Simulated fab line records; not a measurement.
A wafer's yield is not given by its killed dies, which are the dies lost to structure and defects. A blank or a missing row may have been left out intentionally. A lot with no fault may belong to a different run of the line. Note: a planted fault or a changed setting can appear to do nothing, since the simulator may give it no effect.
8D (eight disciplines) problem report, filled in by code	flow gf180mcu	the parts of the form that need people (team, actions taken, sign-off) are left out

1. WHAT WENT WRONG
Wafers without a fault read 279.9 nm, standard deviation 1.2; cd-nm at GF_M5_CD_MEAS_07 reads a mean of 301.7 nm on 9 wafers belonging to 3 lots. Relative to the usual mean, that is a shift of +18 standard deviations.
The step: target cd 280 nm.
The first sign was on wafer L191.2 at day 29 23:30, on cd-sem-01. At this step, 39 wafers from 13 lots have a number in the record. The rule behind "out" and "out of limits": a value lying over 4 standard deviations away from the usual mean. The rest of the wafers with a number are treated as sound.

2. WHAT IT IS AND WHAT IT IS NOT
question	is	is not
which readings at this step	cd-nm	-
which lots	L191, L193, L195	L179, L180, L181, L182, L183, L185, L197, L199, L201, L202
which wafers of those lots	all that have a number	-
read on which gauges	cd-sem-01	cd-sem-02
when	from day 29 23:30	up to then (18 sound wafers); but 12 sound wafers of L197, L199, L201, L202 came after

3. WHAT RULES OUT EACH SUSPECT
Counting: a tool stays on the suspect list if, at a process step up to the reading, it processed all lots that are out and no sound lot following the first of them.
- the gauge at GF_M5_CD_MEAS_07 has been ruled out. All the wafers that are out were read on cd-sem-01, but those of them that GF_M5_PEB_05 has rows for are out there too, on other tools.
- litho-track-04 at GF_M5_PEB_05 (peb time 90 s): kept. It ran every lot that is out, first L191 (day 29 23:10), and no sound lot after that; its last sound lot up to then is L183 (day 27 12:53). Its own readings are out on those wafers: heater-power-total-W, plate-temp-C.
Remaining after the count: litho-track-04 at GF_M5_PEB_05.

4. THE CAUSE (what the simulator had put in)
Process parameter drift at GF_M5_PEB_05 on litho-track-04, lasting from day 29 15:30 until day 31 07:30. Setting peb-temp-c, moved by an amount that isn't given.
Counting left only this tool.

5. THE CHAIN OF EFFECTS, in route order
Each row: a reading whose mean over the struck wafers that have a number lies more than 3 standard deviations from the usual. Readings are gone through only where the record gives a usual standard deviation; hours: the median, over the lots, of the time from a lot's start at the first step in this table giving one to that lot's start at this step; sigmas: the change measured in usual standard deviations.
hours	step	reading	usual	on struck wafers	change	sigmas
0	GF_M5_PEB_05	heater-power-total-W	85.71 W	80.42	-5.29	-64
0	GF_M5_PEB_05	plate-temp-C	135.01 C	128.59	-6.42	-49
0	GF_M5_CD_MEAS_07	cd-nm	279.9 nm	301.7	+21.8	+18
The process steps in it:
- GF_M5_PEB_05: peb time 90 s.

6. WHAT WOULD HAVE CAUGHT IT SOONER
8 hours passed between the start of the fault at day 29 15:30 and the first reading out of limits at a measuring or inspecting step in this record, taken at day 29 23:30.
Tool's own readings at GF_M5_PEB_05, heater-power-total-W, plate-temp-C: out on all struck wafers the step has rows for; an alarm limit on them would have tripped on the first.
Of the lots that are out (3), L193, L195 began GF_M5_PEB_05 on litho-track-04 after day 29 23:30. A hold on the tool at that time would have spared those 2.
